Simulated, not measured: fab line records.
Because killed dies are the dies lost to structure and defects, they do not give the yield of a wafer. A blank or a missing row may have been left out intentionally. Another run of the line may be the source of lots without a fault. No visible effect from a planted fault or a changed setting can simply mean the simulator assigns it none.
fab line records	flow sky130
record lots=10	wafers=30	last_day=50
route steps=708 shown METAL2@498 VIA3@589 CAP2M@615 PAD_OPEN@708
lots that met no fault: taken from a fault-free run of the same line
start_h: the number of hours between the record's first day and the start of the first shown wafer of the lot	wait_h: time in hours since the lot's previous step	" repeats the value in the row above	L1.1+2: several wafers, shown together as one row	- no value, or no start was given	* or withheld: withheld	< > ~ a bound
route shown NAME@n: NAME is a module with steps in the file, n the number in the route of the first one	usual: average and standard deviation across the fault-free wafers	same: alike in all rows	chamber/n: place in a boat	sites: per-site readings	_std_site: standard deviation of those values	_edge_site: outer sites' mean less inner sites'	radius_mm: how far each site lies from the wafer's centre	mask NAME#n: copy n	behind: the most recent tool/chamber to have shaped the wafer	hold: reason for holding the lot/hours on hold/outcome of the hold	device: names the non-switching transistor (n, p or np)	end of line: the tests these same wafers got at the end of their route	for a step that has no rows: nothing shown but its recipe	killed: count of dies lost to structure and defects at first sort (not the wafer's yield)	map: per-die view of a wafer (x killed, . not killed, _ where there is no die)
set.NAME: the setting that was run; set.NAME@STEP: the one run at that earlier step	model.NAME: the simulator's own value behind a step, which no gauge read
the route's steps for a sample of lots (tables are steps, rows are wafers)
services: when a tool's chamber went out of use (start_h, in hours from the record's first day, below 0 if earlier), for how many hours, and the reason
## steps
# step SKY_METAL2_CD_MEAS_15
# recipe target_cd_nm=140
# usual cd_nm=139.8/1.7
lot.wafer	tool	chamber	start_h	wait_h	cd_nm
L226.3	cd_sem-01	-	834.96	-	137.6
L226.4	"	-	"	"	138.6
L226.5	"	-	"	"	139.1
L227.1	cd_sem-02	-	838.03	-	138.0
L227.3	"	-	"	"	138.7
L227.4	"	-	"	"	139.1
L230.2	cd_sem-01	-	863.42	-	139.4
L230.4	"	-	"	"	138.7
L230.6	"	-	"	"	138.8
L235.1	cd_sem-02	-	898.12	-	138.3
L235.2	"	-	"	"	137.6
L235.4	"	-	"	"	138.7
L236.2	cd_sem-02	-	914.69	-	143.5
L236.5	"	-	"	"	142.0
L236.6	"	-	"	"	143.1
L237.2	cd_sem-02	-	914.82	-	142.2
L237.3	"	-	"	"	141.4
L237.6	"	-	"	"	140.1
L240.2	cd_sem-01	-	933.97	-	140.0
L240.3	"	-	"	"	139.3
L240.6	"	-	"	"	139.7
L241.1	cd_sem-01	-	941.02	-	141.5
L241.2	"	-	"	"	141.6
L241.4	"	-	"	"	140.6
L247.2	cd_sem-01	-	975.44	-	137.8
L247.3	"	-	"	"	137.5
L247.4	"	-	"	"	139.9
L248.2	cd_sem-02	-	983.39	-	142.5
L248.3	"	-	"	"	143.3
L248.4	"	-	"	"	142.7
# step SKY_VIA3_STRIP_16
# recipe chemistry=O2/N2	power_w=1400	pressure_mtorr=1500	platen_temp_c=withheld	o2_flow_sccm=3000	n2_flow_sccm=300	overash_fraction=0.5
# usual drypump_motor_current_A=5.5/0.37	oes_product_au=0.401/0.0047	strip_time_to_endpoint_s=4.117/0.019
lot.wafer	tool	chamber	start_h	wait_h	drypump_motor_current_A	oes_product_au	rf_hours_counter_h	strip_time_to_endpoint_s
L226.3	plasma_asher-02	0	943.29	0.1	5.6	0.410	-	4.120
L226.4	"	1	"	"	5.8	0.410	-	4.108
L226.5	"	0	"	"	5.6	0.403	-	4.105
L227.1	plasma_asher-02	0	944.53	0.0	5.6	0.399	82	4.097
L227.3	"	0	"	"	5.6	0.399	-	4.114
L227.4	"	1	"	"	5.7	0.395	-	4.102
L230.2	plasma_asher-03	1	967.23	0.0	5.8	0.396	24	4.126
L230.4	"	1	"	"	5.9	0.400	-	4.108
L230.6	"	1	"	"	5.9	0.396	-	4.115
L235.1	plasma_asher-03	0	1001.53	0.0	6.0	0.399	27	4.124
L235.2	"	1	"	"	5.9	0.404	27	4.119
L235.4	"	0	"	"	6.0	0.401	-	4.115
L237.2	plasma_asher-01	0	1015.18	0.0	4.8	0.405	63	4.144
L237.3	"	0	"	"	4.8	0.408	-	4.149
L237.6	"	0	"	"	4.8	0.395	-	4.128
L236.2	plasma_asher-02	1	1016.43	0.0	5.7	0.402	89	4.112
L236.5	"	1	"	"	5.7	0.407	-	4.116
L236.6	"	0	"	"	5.5	0.402	-	4.125
L240.2	plasma_asher-01	1	1033.13	0.0	5.4	0.404	65	4.097
L240.3	"	0	"	"	4.8	0.403	-	4.106
L240.6	"	1	"	"	5.4	0.405	-	4.107
L241.1	plasma_asher-02	0	1038.28	0.0	5.5	0.398	91	4.103
L241.2	"	1	"	"	5.7	0.392	91	4.103
L241.4	"	1	"	"	5.8	0.398	-	4.088
L247.2	plasma_asher-02	0	1071.13	0.0	5.6	0.400	95	4.111
L247.3	"	1	"	"	5.8	0.404	-	4.126
L247.4	"	0	"	"	5.5	0.403	-	4.119
L248.2	plasma_asher-03	0	1078.43	0.0	6.0	0.409	35	4.137
L248.3	"	0	"	"	6.0	0.406	-	4.125
L248.4	"	1	"	"	5.8	0.401	-	4.123
# step SKY_VIA3_CVD_21
# recipe material=W	target_thk_nm=390	time_s=117.31	temp_c=400	pressure_torr=40
# usual chamber_pressure_Torr=40.00/0.089	heater_power_outer_w=534/53	heater_power_w=891/78
lot.wafer	tool	chamber	start_h	wait_h	chamber_pressure_Torr	heater_power_outer_w	heater_power_w
L226.3	cvd_w-01	1	943.95	0.1	40.06	616	1020
L226.4	"	0	"	"	39.97	487	863
L226.5	"	0	"	"	40.00	497	802
L227.1	cvd_w-01	1	945.18	0.0	39.91	609	1013
L227.3	"	1	"	"	39.93	614	1010
L227.4	"	0	"	"	39.89	486	830
L230.2	cvd_w-01	0	967.88	0.0	40.05	480	845
L230.4	"	1	"	"	39.89	608	1005
L230.6	"	1	"	"	40.01	628	1023
L235.1	cvd_w-01	1	1002.21	0.0	21.82	615	1025
L235.2	"	0	"	"	22.01	484	843
L235.4	"	1	"	"	21.81	597	1003
L237.2	cvd_w-01	0	1015.84	0.0	21.87	491	847
L237.3	"	1	"	"	21.89	593	982
L237.6	"	0	"	"	21.94	486	812
L236.2	cvd_w-02	0	1017.13	0.0	39.93	481	832
L236.5	"	1	"	"	39.99	554	866
L236.6	"	0	"	"	39.98	497	882
L240.2	cvd_w-02	0	1033.79	0.0	40.14	506	836
L240.3	"	1	"	"	39.92	528	829
L240.6	"	0	"	"	40.05	488	856
L241.1	cvd_w-02	1	1039.03	0.1	39.90	523	863
L241.2	"	0	"	"	39.94	479	848
L241.4	"	1	"	"	40.07	555	857
L247.2	cvd_w-02	1	1071.82	0.0	39.97	547	859
L247.3	"	0	"	"	39.94	493	851
L247.4	"	1	"	"	40.02	534	858
L248.2	cvd_w-01	0	1079.09	0.0	39.92	491	817
L248.3	"	0	"	"	40.01	489	859
L248.4	"	1	"	"	40.00	617	1018
# step SKY_VIA3_RS_MEAS_22
# recipe thk_meas_gauge=four-point-probe	reads=W_of_VIA3_CVD_21+TiN_of_VIA3_SPUTTER_20
# usual VIA3_W_RS=0.294/0.0034
lot.wafer	tool	chamber	start_h	wait_h	VIA3_W_RS[ohm/sq]
L226.3	film_metro-01	-	944.07	0.1	0.292
L226.4	"	-	"	"	0.291
L226.5	"	-	"	"	0.291
L227.1	film_metro-02	-	945.30	0.1	0.295
L227.3	"	-	"	"	0.295
L227.4	"	-	"	"	0.293
L230.2	film_metro-01	-	968.02	0.1	0.296
L230.4	"	-	"	"	0.295
L230.6	"	-	"	"	0.297
L235.1	film_metro-02	-	1002.34	0.1	0.398
L235.2	"	-	"	"	0.396
L235.4	"	-	"	"	0.398
L237.2	film_metro-01	-	1015.98	0.1	0.396
L237.3	"	-	"	"	0.394
L237.6	"	-	"	"	0.395
L236.2	film_metro-03	-	1017.28	0.1	0.295
L236.5	"	-	"	"	0.299
L236.6	"	-	"	"	0.298
L240.2	film_metro-03	-	1033.93	0.1	0.296
L240.3	"	-	"	"	0.294
L240.6	"	-	"	"	0.297
L241.1	film_metro-02	-	1039.16	0.1	0.294
L241.2	"	-	"	"	0.297
L241.4	"	-	"	"	0.291
L247.2	film_metro-02	-	1071.96	0.1	0.296
L247.3	"	-	"	"	0.297
L247.4	"	-	"	"	0.294
L248.2	film_metro-02	-	1079.24	0.1	0.286
L248.3	"	-	"	"	0.284
L248.4	"	-	"	"	0.286
# step SKY_VIA3_THK_MEAS_23
# recipe thk_meas_gauge=xrf	reads=W_of_VIA3_CVD_21
# usual VIA3_W_THK=373/7.6
lot.wafer	tool	chamber	start_h	wait_h	VIA3_W_THK[nm]
L226.3	film_metro-01	-	944.17	0.1	382
L226.4	"	-	"	"	384
L226.5	"	-	"	"	387
L227.1	film_metro-02	-	945.42	0.1	367
L227.3	"	-	"	"	368
L227.4	"	-	"	"	368
L230.2	film_metro-01	-	968.13	0.1	378
L230.4	"	-	"	"	383
L230.6	"	-	"	"	379
L235.1	film_metro-02	-	1002.46	0.1	275
L235.2	"	-	"	"	276
L235.4	"	-	"	"	275
L237.2	film_metro-01	-	1016.09	0.1	286
L237.3	"	-	"	"	288
L237.6	"	-	"	"	288
L236.2	film_metro-03	-	1017.39	0.1	364
L236.5	"	-	"	"	360
L236.6	"	-	"	"	359
L240.2	film_metro-03	-	1034.04	0.1	366
L240.3	"	-	"	"	369
L240.6	"	-	"	"	365
L241.1	film_metro-02	-	1039.28	0.1	369
L241.2	"	-	"	"	367
L241.4	"	-	"	"	372
L247.2	film_metro-02	-	1072.07	0.1	367
L247.3	"	-	"	"	364
L247.4	"	-	"	"	369
L248.2	film_metro-02	-	1079.35	0.1	376
L248.3	"	-	"	"	380
L248.4	"	-	"	"	378
# step SKY_VIA3_CMP_24
# recipe stop_on=SiO2	t_overpolish_s=20	down_force_psi=3.5	platen_rpm=60	target_thk_nm=0	pad_velocity_m_s=0.94248
# usual motor_current_A=11.6/1.3	time_to_endpoint_s=93/3.4
lot.wafer	tool	chamber	start_h	wait_h	motor_current_A	time_to_endpoint_s
L226.4	cmp-02	0	944.21	0.0	12.7	99
L226.3	"	2	"	"	10.9	94
L226.5	"	0	"	"	12.6	98
L227.3	cmp-02	1	945.48	0.0	13.7	95
L227.4	"	3	"	"	11.2	94
L227.1	"	0	"	"	11.9	93
L230.2	cmp-01	2	968.18	0.0	9.6	91
L230.4	"	1	"	"	11.1	90
L230.6	"	2	"	"	9.7	92
L235.4	cmp-01	3	1002.52	0.0	11.5	67
L235.1	"	0	"	"	10.6	67
L235.2	"	2	"	"	9.8	68
L237.2	cmp-01	2	1016.19	0.1	9.8	70
L237.3	"	3	"	"	11.5	69
L237.6	"	1	"	"	11.2	69
L236.2	cmp-01	0	1017.54	0.1	11.3	93
L236.6	"	2	"	"	9.2	97
L236.5	"	3	"	"	12.2	91
L240.3	cmp-01	1	1034.09	0.0	11.1	96
L240.2	"	3	"	"	11.1	88
L240.6	"	1	"	"	11.2	96
L241.4	cmp-02	2	1039.39	0.1	11.2	97
L241.2	"	3	"	"	11.2	93
L241.1	"	0	"	"	12.5	94
L247.4	cmp-01	3	1072.17	0.1	11.7	94
L247.3	"	0	"	"	10.8	89
L247.2	"	1	"	"	11.5	91
L248.3	cmp-02	2	1079.45	0.1	10.7	97
L248.4	"	3	"	"	10.6	97
L248.2	"	0	"	"	12.8	97
# step SKY_CAP2M_OVL_MEAS_12
# usual CAP2M_OVL=-0.9/1.3
lot.wafer	tool	chamber	start_h	wait_h	CAP2M_OVL[nm]
L226.3	overlay-01	-	969.18	0.1	-0.8
L226.4	"	-	"	"	-0.3
L226.5	"	-	"	"	0.3
L227.1	overlay-02	-	969.90	0.1	0.7
L227.3	"	-	"	"	1.2
L227.4	"	-	"	"	-0.6
L230.2	overlay-01	-	992.20	0.1	0.0
L230.4	"	-	"	"	-2.3
L230.6	"	-	"	"	-0.7
L235.1	overlay-01	-	1025.46	0.1	0.2
L235.2	"	-	"	"	0.9
L235.4	"	-	"	"	-0.9
L237.2	overlay-01	-	1038.91	0.1	-1.6
L237.3	"	-	"	"	-0.7
L237.6	"	-	"	"	-0.8
L236.2	overlay-01	-	1039.73	0.1	-0.2
L236.5	"	-	"	"	0.2
L236.6	"	-	"	"	-0.2
L240.2	overlay-02	-	1056.46	0.1	-3.7
L240.3	"	-	"	"	-4.0
L240.6	"	-	"	"	-4.2
L241.1	overlay-02	-	1061.12	0.1	-2.7
L241.2	"	-	"	"	-2.8
L241.4	"	-	"	"	-2.5
L247.2	overlay-01	-	1093.78	0.1	0.0
L247.3	"	-	"	"	-0.9
L247.4	"	-	"	"	-0.7
L248.2	overlay-02	-	1100.56	0.1	-0.7
L248.3	"	-	"	"	1.3
L248.4	"	-	"	"	0.7
# step SKY_PAD_OPEN_PROBE_99
# usual defect_limited_yield=82.4/2	killed_at_M0_to_M3=44/6.8	killed_at_M4_up=3.4/2	killed_at_contacts=24/5.2	killed_at_front_end=15/5.2	killed_at_other=0.2/0.46	killed_dies=87/9.8	killed_on_rim=17/3.8	killed_open=47/7.5	killed_short=39/6.8	sort_bin_3_pad_short=0.8/0.37	sort_bin_5_function=10.5/1.5	sort_bin_6_memory=6.3/1.2	sort_n_pass=405/9.8	sort_yield_pct=82.4/2
# same gross_dies=492	killed_at_back_side=0	sort_bin_4_leakage[%]=0	sort_bin_8_speed[%]=0
lot.wafer	tool	chamber	start_h	wait_h	defect_limited_yield[%]	killed_at_M0_to_M3	killed_at_M4_up	killed_at_contacts	killed_at_front_end	killed_at_other	killed_dies	killed_on_rim	killed_open	killed_short	sort_bin_3_pad_short[%]	sort_bin_5_function[%]	sort_bin_6_memory[%]	sort_n_pass	sort_yield_pct[%]
L235.1	prober-02	-	1136.76	0.1	85.0	38	1	22	13	0	74	11	42	32	0.6	8.1	6.3	418	85.0
L235.2	prober-02	-	1136.81	0.1	84.3	42	2	16	17	0	77	9	51	26	0.8	9.1	5.7	415	84.3
L235.4	prober-02	-	1136.91	0.2	80.9	39	3	24	27	1	94	20	46	48	1.2	11.0	6.9	398	80.9
L237.2	prober-01	-	1146.75	0.1	81.7	38	5	25	22	0	90	21	51	39	0.2	11.8	6.3	402	81.7
L237.3	prober-01	-	1146.80	0.2	83.5	44	5	19	13	0	81	13	39	42	1.6	10.6	4.3	411	83.5
L237.6	prober-01	-	1146.95	0.2	82.9	39	1	24	20	0	84	15	48	36	1.2	10.6	5.3	408	82.9
L240.2	prober-01	-	1162.84	0.1	81.9	46	5	27	11	0	89	12	40	49	0.6	10.8	6.7	403	81.9
L240.3	prober-01	-	1162.89	0.2	84.6	41	1	23	11	0	76	15	42	34	1.4	8.7	5.3	416	84.6
L240.6	prober-01	-	1163.04	0.2	82.7	46	4	27	8	0	85	21	43	42	1.0	8.5	7.7	407	82.7
L241.1	prober-02	-	1165.87	0.1	83.5	47	2	19	13	0	81	13	47	34	0.6	11.2	4.7	411	83.5
L241.2	prober-02	-	1165.92	0.1	83.7	49	1	19	10	1	80	17	43	37	0.6	9.6	6.1	412	83.7
L241.4	prober-02	-	1166.02	0.2	83.5	40	4	23	14	0	81	17	46	35	0.4	10.2	5.9	411	83.5
L247.2	prober-02	-	1192.25	0.1	82.3	44	2	27	14	0	87	13	48	39	1.6	8.7	7.3	405	82.3
L247.3	prober-02	-	1192.30	0.2	82.9	44	2	26	12	0	84	16	42	42	1.4	8.3	7.3	408	82.9
L247.4	prober-02	-	1192.35	0.2	78.0	53	2	34	19	0	108	22	52	56	0.2	13.6	8.1	384	78.0
# killed by level:class
L235.1 CONTACT:geometric_particle:open=10 VIA1:geometric_particle:open=8 VIA3:geometric_particle:open=8 CONTACT:geometric_particle:short=5 POLY_GATE:geometric_particle:short=5 VIA1:geometric_particle:short=5 POLY_GATE:geometric_particle:open=4 LI_CONTACT:geometric_particle:open=4
L235.2 VIA1:geometric_particle:open=16 VIA3:geometric_particle:open=7 LI_CONTACT:geometric_particle:open=5 CONTACT:geometric_particle:open=5 FIELD_ISO:geometric_particle:short=4 LI_CONTACT:geometric_particle:short=4 VIA2:geometric_particle:open=4 FIELD_ISO:geometric_particle:open=3
L235.4 POLY_GATE:geometric_particle:short=10 LI_CONTACT:geometric_particle:open=9 FIELD_ISO:geometric_particle:short=8 VIA1:geometric_particle:open=8 CONTACT:geometric_particle:open=7 VIA3:geometric_particle:open=6 METAL1:geometric_particle:short=6 VIA2:geometric_particle:open=6
L237.2 CONTACT:geometric_particle:open=13 FIELD_ISO:geometric_particle:open=7 VIA1:geometric_particle:open=7 VIA3:geometric_particle:open=6 LI_CONTACT:geometric_particle:open=6 METAL2:geometric_particle:short=6 FIELD_ISO:geometric_particle:short=5 POLY_GATE:geometric_particle:short=5
L237.3 VIA1:geometric_particle:open=14 VIA2:geometric_particle:open=6 VIA1:geometric_particle:short=6 CONTACT:geometric_particle:open=6 LI_CONTACT:geometric_particle:open=5 METAL2:geometric_particle:short=5 METAL4:geometric_particle:short=5 FIELD_ISO:geometric_particle:short=4
L237.6 LI_CONTACT:geometric_particle:open=9 VIA1:geometric_particle:open=9 VIA3:geometric_particle:open=7 VIA1:geometric_particle:short=6 POLY_GATE:geometric_particle:open=5 VIA2:geometric_particle:open=5 CONTACT:geometric_particle:open=5 FIELD_ISO:geometric_particle:short=4
L240.2 VIA1:geometric_particle:open=9 VIA3:geometric_particle:open=8 CONTACT:geometric_particle:short=7 METAL2:geometric_particle:short=7 METAL1:geometric_particle:short=6 LI_CONTACT:geometric_particle:open=6 LOCAL_INTERCONNECT:geometric_particle:short=5 FIELD_ISO:geometric_particle:short=4
L240.3 CONTACT:geometric_particle:open=9 VIA1:geometric_particle:open=7 VIA3:geometric_particle:open=6 METAL2:geometric_particle:short=5 VIA1:geometric_particle:short=5 VIA2:geometric_particle:open=5 LI_CONTACT:geometric_particle:open=4 CONTACT:geometric_particle:short=4
L240.6 CONTACT:geometric_particle:open=13 VIA1:geometric_particle:open=13 METAL2:geometric_particle:short=11 CONTACT:geometric_particle:short=5 METAL1:geometric_particle:short=5 FIELD_ISO:geometric_particle:short=4 LI_CONTACT:geometric_particle:open=4 LOCAL_INTERCONNECT:geometric_particle:short=3
L241.1 VIA1:geometric_particle:open=21 VIA1:geometric_particle:short=6 CONTACT:geometric_particle:open=6 VIA2:geometric_particle:open=5 CONTACT:geometric_particle:short=5 METAL1:geometric_particle:short=5 FIELD_ISO:geometric_particle:short=4 LI_CONTACT:geometric_particle:open=4
L241.2 VIA1:geometric_particle:open=21 VIA1:geometric_particle:short=8 METAL2:geometric_particle:short=8 CONTACT:geometric_particle:open=7 LI_CONTACT:geometric_particle:open=5 CONTACT:geometric_particle:short=5 METAL1:geometric_particle:short=5 POLY_GATE:geometric_particle:short=3
L241.4 VIA1:geometric_particle:open=10 CONTACT:geometric_particle:open=8 LI_CONTACT:geometric_particle:open=6 VIA1:geometric_particle:short=6 VIA3:geometric_particle:open=6 LI_CONTACT:geometric_particle:short=5 FIELD_ISO:geometric_particle:short=3 POLY_GATE:geometric_particle:short=3
L247.2 VIA1:geometric_particle:short=11 CONTACT:geometric_particle:open=10 VIA1:geometric_particle:open=9 VIA2:geometric_particle:open=8 LI_CONTACT:geometric_particle:open=7 CONTACT:geometric_particle:short=5 VIA2:geometric_particle:short=5 POLY_GATE:geometric_particle:short=4
L247.3 VIA1:geometric_particle:open=14 CONTACT:geometric_particle:open=8 CONTACT:geometric_particle:short=7 LI_CONTACT:geometric_particle:open=6 METAL2:geometric_particle:short=5 VIA3:geometric_particle:open=5 FIELD_ISO:geometric_particle:short=4 VIA2:geometric_particle:open=4
L247.4 METAL1:geometric_particle:short=15 VIA1:geometric_particle:open=12 CONTACT:geometric_particle:open=12 LI_CONTACT:geometric_particle:open=11 CONTACT:geometric_particle:short=8 VIA1:geometric_particle:short=6 FIELD_ISO:geometric_particle:short=5 POLY_GATE:geometric_particle:short=5
## services
tool	chamber	start_h	hours	kind
cmp-02	-	929.83	0.4	repair
plasma_asher-03	-	937.74	2.8	pm
cvd_w-02	-	962.57	14.6	pm
cmp-01	-	1039.91	1.2	repair
plasma_asher-01	-	1048.08	2.8	pm
cvd_w-01	1	1056.72	15.2	repair
cmp-02	-	1064.51	0.4	repair
## key
first_sign step=SKY_VIA3_CVD_21	reading=chamber_pressure_Torr	direction=down	sigmas=99+	usual=40.00	struck=21.89
effect step=SKY_VIA3_RS_MEAS_22	reading=VIA3_W_RS	direction=up	sigmas=30	usual=0.294	struck=0.396
effect step=SKY_VIA3_THK_MEAS_23	reading=VIA3_W_THK	direction=down	sigmas=12	usual=373	struck=281
effect step=SKY_VIA3_CMP_24	reading=time_to_endpoint_s	direction=down	sigmas=7.3	usual=*	struck=*
met_at SKY_VIA3_CVD_21
struck_lots L235,L237
not_acting_at SKY_METAL2_CD_MEAS_15,SKY_VIA3_STRIP_16,SKY_CAP2M_OVL_MEAS_12
onset_between 967.88 1002.21
fault kind=process_parameter_drift	tool=cvd_w-01	chamber=-	onset_h=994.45	steps=SKY_VIA3_CVD_21	channel=pressure_torr	offset=-18.059	shape=step	end_h=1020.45	acts_in=these_recipes_only	stated=40
